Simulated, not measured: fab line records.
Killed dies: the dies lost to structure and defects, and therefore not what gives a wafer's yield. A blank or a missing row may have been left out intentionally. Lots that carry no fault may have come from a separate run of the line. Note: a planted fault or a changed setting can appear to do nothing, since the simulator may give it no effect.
A single fault, viewed from 2 desks    flow sky130    what lay behind the numbers comes last; until then each desk has only its own

## METROLOGY DESK
What the gauges read for every lot (on any tool): the sampled wafers with a number, averaged. The brackets show how far a lot's mean lies from the usual mean; more than 4 standard deviations puts the lot out of limits, marked OUT.
Columns: A = LOCAL_INTERCONNECT_OVL at SKY_LOCAL_INTERCONNECT_OVL_MEAS_12, usual -2 nm; B = VIA1_W_RS at SKY_VIA1_RS_MEAS_22, usual 0.432 ohm/sq; C = VIA1_W_THK at SKY_VIA1_THK_MEAS_23, usual 269 nm
lot   first seen here  A   B                 C
L331  day 30 08:17     -0  0.426             272
L333  day 31 01:12     -6  0.435             268
L334  day 31 05:07     0   0.428             270
L336  day 32 13:49     3   0.431             271
L338  day 32 23:57     1   0.441             264
L337  day 33 02:32     -8  0.433             270
L339  day 33 09:41     -6  0.429             274
L348  day 36 06:35     2   0.462 (+7.2) OUT  253 (-5.0) OUT
L349  day 36 06:58     -3  0.444             264
L351  day 36 18:29     -3  0.433             269
L352  day 36 22:12     -2  0.432             269
Per this desk, out of limits: L348; the first was L348, day 39 16:10 (VIA1_W_RS at SKY_VIA1_RS_MEAS_22). Within limits: L331, L333, L334, L336, L338, L337, L339, L349, L351, L352.

## DESK OF THE TOOL OWNER: cvdW-01
The tool's own readings at SKY_VIA1_CVD_21 (deposits W, target thk 270 nm, time 80.902 s): means of the sampled wafers that have a number, for each lot that ran on this tool. The brackets show how far a lot's mean lies from the usual mean; more than 4 standard deviations puts the lot out of limits, marked OUT.
Columns: A = heaterPowerW at SKY_VIA1_CVD_21, usual 924 W
lot   first seen here  A
L331  day 33 23:18     975
L333  day 34 15:49     1038
L334  day 34 18:23     1039
L336  day 36 02:23     986
L348  day 39 16:04     914
L349  day 39 17:51     921
This desk's verdict: no lot among the 6 shows anything out of limits.

## PUT TOGETHER
An alarm was possible from the metrology desk at day 39 16:10, on L348.
The tool owner's desk saw nothing out of limits.
The tool owner's desk has L348 on record, within its limits.
Every lot named ran SKY_VIA1_CVD_21 on cvdW-01.

## WHAT THE SIMULATOR HAD PUT IN
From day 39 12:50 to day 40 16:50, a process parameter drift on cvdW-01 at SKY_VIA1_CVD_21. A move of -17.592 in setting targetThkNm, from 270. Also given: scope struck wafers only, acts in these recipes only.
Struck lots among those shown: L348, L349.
Delay in hours, fault start to first out-of-limits reading, per desk: metrology desk 3.
